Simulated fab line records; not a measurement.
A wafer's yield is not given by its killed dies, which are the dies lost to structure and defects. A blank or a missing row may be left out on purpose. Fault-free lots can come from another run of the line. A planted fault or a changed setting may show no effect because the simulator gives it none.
Struck lot and sound lot, side by side ; flow sky130 ; 17 out of 708 route steps
Sound: wafers L278.3, L278.4, L278.5. Struck: wafers L280.3, L280.6. (L280.4 of the same lot was not struck and is left out.) The cause comes at the end.
For every step that has rows: the tool of each side, followed by ch and its chambers, followed by its first start. Under that, the readings that differ: sound wafers ; struck wafers ; difference of the means ; sigmas: that difference in standard deviations of wafers without a fault.
alike: readings with means less than 2 such deviations apart, plus words and numbers identical on both sides. not compared: withheld readings, readings lacking a value on some wafer, bounds such as >300 that could conceal the same value, and numbers that have no deviation in the record and whose values overlap.
A row with sigmas, a row that says differs or no value, or rows on one side alone: a step with any of these is where the two part. When numbers do not overlap yet have no deviation, they are printed without sigmas and do not part them. Lack of a reading on every wafer of one side parts them only where that side has two or more wafers.

first, 2 steps without rows for these wafers: SKY_CONTACT_PEB_12; SKY_CONTACT_DEVELOP_13 (develop time 60 s).
SKY_CONTACT_CD_MEAS_14 targets a cd of 170 nm.
  struck on cd_sem-01, day 36 10:27; sound on cd_sem-02, day 35 20:59
  alike: cd_nm
SKY_CONTACT_OVL_MEAS_15:
  struck on overlay-02, day 36 10:33; sound on overlay-01, day 35 21:05
  alike: CONTACT_OVL
then, 1 step without rows for these wafers: SKY_CONTACT_ETCH_16 (etches BARC in N2/H2, stops on SiO2, time 45.9 s, target depth 60 nm).
SKY_CONTACT_ETCH_17: etches SiO2 in C4F8/O2/Ar, stops on Si3N4, target depth 340 nm.
  sound on rie_diel-03 ch 0,1,2, day 35 21:09; struck on rie_diel-03 ch 3, day 36 10:37
  alike: oes_product_au
SKY_CONTACT_ETCH_18: etches Si3N4 in CHF3/O2, stops on TiN, time 39 s, target depth 75 nm.
  sound on rie_diel-03 ch 0,1,2; struck on rie_diel-03 ch 3
  alike: drypump_motor_current_A, oes_product_au, throttle_valve_pct
  not compared: rf_hours_counter_h
SKY_CONTACT_STRIP_19: strips in O2/N2.
  sound on plasma_asher-04 ch 0,1, day 35 21:16; struck on plasma_asher-04 ch 0,1, day 36 10:44
  alike: drypump_motor_current_A, oes_product_au, strip_time_to_endpoint_s
  not compared: rf_hours_counter_h
then, 3 steps without rows for these wafers: SKY_CONTACT_STRIP_20 (strips in post etch residue remover, time 1200 s); SKY_CONTACT_CLEAN_21 (cleans in IPA, time 180 s); SKY_CONTACT_CLEAN_22 (cleans in O3/DIW).
SKY_CONTACT_SPUTTER_23: material TiN, target thk 20 nm, time 80 s.
  struck on pvd_sputter-01, day 36 11:18; sound on pvd_sputter-03, day 35 21:50
  alike: throttle_valve_pct
SKY_CONTACT_CVD_24: deposits W, target thk 340 nm, time 102.12 s.
  sound on cvd_w-01 ch 0,1, day 35 21:56; struck on cvd_w-01 ch 0, day 36 11:24
reading;sound;struck;difference;sigmas
model.W_of_CONTACT_CVD_24.thk_nm (nm);337.6 333.8 334.2;236.2 243.4;-95.4;
  alike: heater_power_w
SKY_CONTACT_RS_MEAS_25: uses a four-point probe to measure.
  struck on film_metro-02, day 36 11:48; sound on film_metro-04, day 35 22:02
reading;sound;struck;difference;sigmas
CONTACT_W_RS (ohm/sq);0.340 0.344 0.344;0.488 0.473;+0.138;+22
  not compared: hold
SKY_CONTACT_THK_MEAS_26: measures by xrf.
  struck on film_metro-02, day 36 14:33; sound on film_metro-04, day 35 22:08
reading;sound;struck;difference;sigmas
CONTACT_W_THK (nm);326 324 324;233 241;-88;-13
  not compared: hold
SKY_CONTACT_CMP_27: polishes, stops on SiO2, t overpolish 15 s, target thk 0 nm.
  sound on cmp-01 ch 1,2, day 35 22:11; struck on cmp-02 ch 0, day 36 17:56
reading;sound;struck;difference;sigmas
hold;- - -;await_dispo/3.4h/release await_dispo/3.4h/release;no value on the sound wafers;
time_to_endpoint_s (s);82 84 79;53 53;-29;-8
  alike: motor_current_A, retaining_ring_pressure_frac
SKY_METAL1_SPUTTER_00: material Ti, target thk 15 nm, time 10 s.
  struck on pvd_sputter-02, day 36 18:14; sound on pvd_sputter-04, day 35 22:29
  alike: throttle_valve_pct

WHERE THEY PART
First at SKY_CONTACT_RS_MEAS_25; last, within this record, at SKY_CONTACT_CMP_27. Later steps at which nothing parts them and some readings are alike: SKY_METAL1_SPUTTER_00.

WHY: the cause the simulator had injected
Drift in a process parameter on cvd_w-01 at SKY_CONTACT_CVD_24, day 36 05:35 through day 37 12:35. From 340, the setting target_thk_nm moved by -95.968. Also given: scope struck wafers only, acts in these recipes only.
